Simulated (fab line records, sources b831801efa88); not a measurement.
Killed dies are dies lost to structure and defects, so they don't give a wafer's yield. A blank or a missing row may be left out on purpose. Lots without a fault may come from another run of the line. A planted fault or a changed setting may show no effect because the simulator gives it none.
One fault seen from 2 desks | flow sky130 | each desk has only its own numbers; what lay behind them comes last

THE METROLOGY DESK
What the gauges read, lot by lot, whatever tool the lot ran on: means of the sampled wafers that have a number. A lot is out of limits, marked OUT, if its mean lies more than 4 standard deviations from the usual mean; the brackets give that distance.
Columns: A = VIA4_HDPCVD_THK at SKY_VIA4_THK_MEAS_01, usual 1749 nm
lot  | first seen here | A
L865 | day 42 17:33    | 1739
L866 | day 42 23:37    | 1752
L867 | day 42 23:58    | 1753
L869 | day 43 07:07    | 1749
L868 | day 43 08:20    | 1766
L870 | day 43 09:26    | 1766
L872 | day 44 04:48    | 1772
L878 | day 45 19:50    | 1834 (+4.5) OUT
L880 | day 46 01:49    | 1754
L882 | day 46 07:33    | 1762
L884 | day 46 14:34    | 1754
This desk's finding: out of limits on L878; first on L878, day 45 19:50 (VIA4_HDPCVD_THK at SKY_VIA4_THK_MEAS_01). In limits: L865, L866, L867, L869, L868, L870, L872, L880, L882, L884.

THE TOOL OWNER'S DESK: hdpcvd-01
The tool's own readings at SKY_VIA4_HDPCVD_00 (deposits SiO2, target thk 1750 nm, time 291.7 s): means of the sampled wafers that have a number, for each lot that ran on this tool. A lot is out of limits, marked OUT, if its mean lies more than 4 standard deviations from the usual mean; the brackets give that distance.
Columns: A = sih4_flow_sccm at SKY_VIA4_HDPCVD_00, usual 60.01 sccm; B = susceptor_temp_C at SKY_VIA4_HDPCVD_00, usual 400.03 C
lot  | first seen here | A               | B
L866 | day 42 23:26    | 60.00           | 399.86
L870 | day 43 09:19    | 60.16           | 400.21
L872 | day 44 04:37    | 60.18           | 399.89
L878 | day 45 19:38    | 64.03 (+22) OUT | 400.49
This desk's finding: out of limits on L878; first on L878, day 45 19:38 (sih4_flow_sccm at SKY_VIA4_HDPCVD_00). In limits: L866, L870, L872.

PUT TOGETHER
The tool owner's desk could have raised an alarm at day 45 19:38, on L878.
The metrology desk could have raised an alarm at day 45 19:50, on L878.
Of the lots named, all ran SKY_VIA4_HDPCVD_00 on hdpcvd-01.

WHAT THE SIMULATOR HAD PUT IN
Process parameter drift: hdpcvd-01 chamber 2, from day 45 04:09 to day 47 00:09, at SKY_VIA4_HDPCVD_00. Setting sih4_flow_sccm, moved by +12, from 60. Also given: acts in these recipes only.
Lots struck among those shown: L878.
Hours from the fault's start to each desk's first reading out of limits: the tool owner's desk, 15; the metrology desk, 16.
